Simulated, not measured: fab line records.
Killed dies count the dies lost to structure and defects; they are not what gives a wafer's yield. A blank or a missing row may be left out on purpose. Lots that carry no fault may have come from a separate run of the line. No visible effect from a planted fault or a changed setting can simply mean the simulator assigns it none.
Tool commonality check :: flow gf180mcu :: 11 lots, 33 wafers sampled

WHY IT WAS OPENED
GF_V2_RS_MEAS_24, reading V2_W_RS: flagged on 2 of 11 lots. No-fault wafers: 0.331 ohm/sq, standard deviation 0.0031.
Rule: a lot is flagged in two cases, either no wafer of it has a number, or all its wafers with numbers fall more than 4 standard deviations from that mean. The rest of the lots are taken to be sound.

lot: L478
measured: day 21 14:52
on: film-metro-02
V2_W_RS (ohm/sq), wafer by wafer: 0.330 0.330 0.326
flag: 

lot: L480
measured: day 22 03:04
on: film-metro-02
V2_W_RS (ohm/sq), wafer by wafer: 0.327 0.324 0.333
flag: 

lot: L483
measured: day 23 10:04
on: film-metro-04
V2_W_RS (ohm/sq), wafer by wafer: 0.329 0.334 0.331
flag: 

lot: L484
measured: day 23 23:29
on: film-metro-01
V2_W_RS (ohm/sq), wafer by wafer: 0.333 0.332 0.333
flag: 

lot: L492
measured: day 26 12:27
on: film-metro-04
V2_W_RS (ohm/sq), wafer by wafer: 0.280 0.280 0.281
flag: FLAGGED

lot: L493
measured: day 26 13:50
on: film-metro-04
V2_W_RS (ohm/sq), wafer by wafer: 0.284 0.280 0.282
flag: FLAGGED

lot: L494
measured: day 26 22:31
on: film-metro-04
V2_W_RS (ohm/sq), wafer by wafer: 0.329 0.333 0.334
flag: 

lot: L495
measured: day 27 03:32
on: film-metro-02
V2_W_RS (ohm/sq), wafer by wafer: 0.330 0.331 0.331
flag: 

lot: L496
measured: day 27 12:43
on: film-metro-04
V2_W_RS (ohm/sq), wafer by wafer: 0.329 0.329 0.336
flag: 

lot: L498
measured: day 28 05:37
on: film-metro-01
V2_W_RS (ohm/sq), wafer by wafer: 0.330 0.337 0.333
flag: 

lot: L500
measured: day 28 15:14
on: film-metro-04
V2_W_RS (ohm/sq), wafer by wafer: 0.332 0.339 0.330
flag: 
The mean of the flagged lots' numbers is 0.281 ohm/sq, -0.050 ohm/sq from the usual (-16 standard deviations).

EACH LOT AND THE TOOL IT RAN ON
Before the reading, the record contains 2 process steps out of a 602-step route. Each cell gives the tool, then ch followed by the chambers the sampled wafers passed through, then the start.
lot: L478
flag: 
GF_V2_CMP_04: cmp-02 ch 0,1,2, day 20 13:49
GF_V2_CVD_23: cvd-w-02 ch 0,1, day 21 14:44

lot: L480
flag: 
GF_V2_CMP_04: cmp-01 ch 0,2,3, day 21 01:52
GF_V2_CVD_23: cvd-w-01 ch 0,1, day 22 02:56

lot: L483
flag: 
GF_V2_CMP_04: cmp-01 ch 0,1,3, day 22 08:50
GF_V2_CVD_23: cvd-w-01 ch 0,1, day 23 09:56

lot: L484
flag: 
GF_V2_CMP_04: cmp-02 ch 0,1,3, day 22 23:36
GF_V2_CVD_23: cvd-w-01 ch 0,1, day 23 23:23

lot: L492
flag: FLAGGED
GF_V2_CMP_04: cmp-02 ch 0,1, day 25 13:03
GF_V2_CVD_23: cvd-w-01 ch 0,1, day 26 12:20

lot: L493
flag: FLAGGED
GF_V2_CMP_04: cmp-02 ch 1,2,3, day 25 15:04
GF_V2_CVD_23: cvd-w-01 ch 0,1, day 26 13:44

lot: L494
flag: 
GF_V2_CMP_04: cmp-02 ch 0,1,2, day 25 23:52
GF_V2_CVD_23: cvd-w-02 ch 0,1, day 26 22:24

lot: L495
flag: 
GF_V2_CMP_04: cmp-02 ch 0,1,2, day 26 04:58
GF_V2_CVD_23: cvd-w-02 ch 0,1, day 27 03:25

lot: L496
flag: 
GF_V2_CMP_04: cmp-02 ch 0,2,3, day 26 14:11
GF_V2_CVD_23: cvd-w-02 ch 0,1, day 27 12:35

lot: L498
flag: 
GF_V2_CMP_04: cmp-02 ch 0,1,2, day 27 07:29
GF_V2_CVD_23: cvd-w-02 ch 0,1, day 28 05:28

lot: L500
flag: 
GF_V2_CMP_04: cmp-01 ch 1,2,3, day 27 17:54
GF_V2_CVD_23: cvd-w-02 ch 0,1, day 28 15:06
What the steps here do:
- GF_V2_CMP_04: polishes SiO2.
- GF_V2_CVD_23: deposits W, target thk 350 nm, time 104.94 s.
- GF_V2_RS_MEAS_24: measures by four-point-probe.

FLAGGED AGAINST TOTAL, ONE TOOL AT A TIME (gauges that did the reading follow at the end)
step: GF_V2_CMP_04
tool: cmp-01
lots run: 3
flagged: 0
share of the flagged lots: none
sound lots run after its first flagged lot: -

step: GF_V2_CMP_04
tool: cmp-02
lots run: 8
flagged: 2
share of the flagged lots: all
sound lots run after its first flagged lot: 4 (L494,L495,L496,L498)

step: GF_V2_CVD_23
tool: cvd-w-01
lots run: 5
flagged: 2
share of the flagged lots: all
sound lots run after its first flagged lot: 0

step: GF_V2_CVD_23
tool: cvd-w-02
lots run: 6
flagged: 0
share of the flagged lots: none
sound lots run after its first flagged lot: -

step: GF_V2_RS_MEAS_24
tool: film-metro-01
lots run: 2
flagged: 0
share of the flagged lots: none
sound lots run after its first flagged lot: -

step: GF_V2_RS_MEAS_24
tool: film-metro-02
lots run: 3
flagged: 0
share of the flagged lots: none
sound lots run after its first flagged lot: -

step: GF_V2_RS_MEAS_24
tool: film-metro-04
lots run: 6
flagged: 2
share of the flagged lots: all
sound lots run after its first flagged lot: 3 (L494,L496,L500)

WHAT THE TABLE ALLOWS
Every flagged lot was run by 3 rows of the table: cmp-02 at GF_V2_CMP_04, cvd-w-01 at GF_V2_CVD_23 and film-metro-04 at GF_V2_RS_MEAS_24.
- cmp-02 at GF_V2_CMP_04 ran 8 lots, 2 of them flagged. After the first flagged lot (L494, L495, L496, L498), sound lots still ran on it; a lasting fault on the whole tool would not permit that.
- cvd-w-01 at GF_V2_CVD_23 ran 5 lots, 2 of them flagged. It ran its last sound lot, L484, at day 23 23:23 and its first flagged lot, L492, at day 26 12:20: a fault with its onset between the two fits. Its own readings (susceptor-temp-C) fall more than 4 standard deviations out on all wafers of the flagged lots.
- film-metro-04 at GF_V2_RS_MEAS_24 ran 6 lots, 2 of them flagged. After the first flagged lot (L494, L496, L500), sound lots still ran on it; a lasting fault on the whole tool would not permit that.
What remains is a single tool, cvd-w-01 at GF_V2_CVD_23.

WHAT WAS PUT IN BY THE SIMULATOR
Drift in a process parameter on cvd-w-01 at GF_V2_CVD_23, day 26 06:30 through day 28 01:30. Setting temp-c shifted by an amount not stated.
Shown lots that were struck: L492, L493. The same result came from the rule above.
